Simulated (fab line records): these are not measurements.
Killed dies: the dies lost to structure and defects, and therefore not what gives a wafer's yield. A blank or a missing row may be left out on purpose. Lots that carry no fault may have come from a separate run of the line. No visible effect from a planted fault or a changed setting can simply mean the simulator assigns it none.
Split-lot experiment + flow sfq line + 23 wafers read across 5 lots, on a route 325 steps long

## ON THE SPLIT
At SFQ_TRILAYER_M0_DEP_SPUTTER_019 (material Nb, target thk 200 nm, time 133.3 s), the setting time s was moved away from the recipe's 133.3 s on 10 of the 23 wafers read, by -11.3% to +4.1%. This setting was run at the recipe's value on the other wafers.

## FROM THE SPLIT TO THE READING: what the file shows between them, 2 steps
- SFQ_M0_RS_MEAS_904: measures by four-point-probe
- SFQ_TRILAYER_M0_BARC_OPEN_METAL_ETCH_031: etches BARC in O2, target depth 125 nm, time 41.7 s (also split here: bias w)

## THE READING
oes product au, in a.u., at SFQ_TRILAYER_M0_ETCH_METAL_ETCH_024 (etches Nb in Cl2/Ar, stops on SiO2, target depth 240 nm, time 120 s). A value of 0.893 a.u. with a standard deviation of 0.0067 a.u. is what fault-free wafers of this fab line usually give.

| wafer  | tool, chamber at the split | time s as run, s | against the recipe | oes product au, a.u. | against lot-mates on the recipe |
|--------|----------------------------|------------------|--------------------|----------------------|---------------------------------|
| L076.1 | pvd sputter-05, -          | 118.2            | -11.3%             | 0.832                | -0.059                          |
| L076.2 | pvd sputter-05, -          | 133.3            | recipe             | 0.895                | -                               |
| L076.3 | pvd sputter-05, -          | 118.2            | -11.3%             | 0.834                | -0.057                          |
| L076.4 | pvd sputter-05, -          | 133.3            | recipe             | 0.886                | -                               |
| L076.6 | pvd sputter-05, -          | 118.2            | -11.3%             | 0.829                | -0.062                          |
| L078.1 | pvd sputter-03, -          | 119.9            | -10.1%             | 0.837                | -0.057                          |
| L078.2 | pvd sputter-03, -          | 119.9            | -10.1%             | 0.838                | -0.056                          |
| L078.4 | pvd sputter-03, -          | 133.3            | recipe             | 0.893                | -                               |
| L078.5 | pvd sputter-03, -          | 133.3            | recipe             | 0.893                | -                               |
| L078.6 | pvd sputter-03, -          | 133.3            | recipe             | 0.895                | -                               |
| L079.2 | pvd sputter-03, -          | 133.3            | recipe             | 0.889                | -                               |
| L079.3 | pvd sputter-03, -          | 124.2            | -6.8%              | 0.866                | -0.031                          |
| L079.4 | pvd sputter-03, -          | 124.2            | -6.8%              | 0.861                | -0.036                          |
| L079.5 | pvd sputter-03, -          | 133.3            | recipe             | 0.906                | -                               |
| L079.6 | pvd sputter-03, -          | 124.2            | -6.8%              | 0.860                | -0.037                          |
| L080.3 | pvd sputter-03, -          | 133.3            | recipe             | 0.882                | -                               |
| L080.5 | pvd sputter-03, -          | 133.3            | recipe             | 0.881                | -                               |
| L080.6 | pvd sputter-03, -          | 133.3            | recipe             | 0.891                | -                               |
| L084.1 | pvd sputter-05, -          | 133.3            | recipe             | 0.881                | -                               |
| L084.2 | pvd sputter-05, -          | 138.7            | +4.1%              | 0.909                | +0.021                          |
| L084.3 | pvd sputter-05, -          | 133.3            | recipe             | 0.895                | -                               |
| L084.5 | pvd sputter-05, -          | 133.3            | recipe             | 0.889                | -                               |
| L084.6 | pvd sputter-05, -          | 138.7            | +4.1%              | 0.915                | +0.027                          |

FIT RESULTS
A straight line over all 23 wafers: oes product au changes by +0.00507 a.u. for each +1% of time s; r = +0.97; the points scatter about the line by 0.0061 a.u.
The same after taking each lot's own level away (the mean of its wafers on the recipe; 23 wafers): +0.00535 a.u. for each +1%; r = +0.99; scatter 0.0045 a.u.
Per that fit: largest time s move, reading shift of 0.061 a.u.
From 0.8847 to 0.8975 a.u.: that is the span of the lots' own levels, equal to 1.9 times the standard deviation above.
The two slopes are in agreement: the lot-to-lot level therefore moves the slope only a little.
Check: with one of the wafers moved furthest among these (-11.3%) left out of the fit, the line predicts -0.0606 a.u. for it against its lot-mates. It came out at -0.0585 a.u. against them.

## FURTHER SPLITS ON THESE WAFERS
These wafers also went through other splits before the reading. Each is held against what the fit with the lots' levels taken away leaves over:
| other split on the same wafers                  | wafers away from the commonest value | r with oes product au (lot level and that fit taken away) |
|-------------------------------------------------|--------------------------------------|-----------------------------------------------------------|
| SFQ_TRILAYER_INCOMING_OXIDATION_002 ox time s   | 15                                   | +0.07                                                     |
| SFQ_TRILAYER_L0_LITHO_COAT_005 spin rpm         | 8                                    | -0.08                                                     |
| SFQ_TRILAYER_L0_BARC_OPEN_METAL_ETCH_010 icp w  | 4                                    | +0.08                                                     |
| SFQ_TRILAYER_L0_VIA_LITHO_COAT_018 spin rpm     | 9                                    | +0.02                                                     |
| SFQ_TRILAYER_M0_BARC_OPEN_METAL_ETCH_031 bias w | 6                                    | -0.16                                                     |

## THE WHOLE CHAIN: every reading that the file lists as answering this split, in the file's order
| step                                | what it does                                                        | reading                                                                                   | change (the file's fit)                   | r (the file's) |
|-------------------------------------|---------------------------------------------------------------------|-------------------------------------------------------------------------------------------|-------------------------------------------|----------------|
| SFQ_TRILAYER_M0_DEP_SPUTTER_019     | material Nb, target thk 200 nm, time 133.3 s                        | Nb_of_TRILAYER_M0_DEP_SPUTTER_019.thk nm (the simulator's own value, which no gauge read) | +2.01 nm for each +1% of the setting      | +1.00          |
| SFQ_M0_RS_MEAS_904                  | measures by four-point-probe                                        | M0_NB_RS                                                                                  | -0.0102 for each +1% of the setting       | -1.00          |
| SFQ_TRILAYER_M0_ETCH_METAL_ETCH_024 | etches Nb in Cl2/Ar, stops on SiO2, target depth 240 nm, time 120 s | oes product au                                                                            | +0.00537 a.u. for each +1% of the setting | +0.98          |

## THE FILE'S OWN FIT
oes product au changes by +0.00537 a.u. for each +1% of time s, r = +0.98.
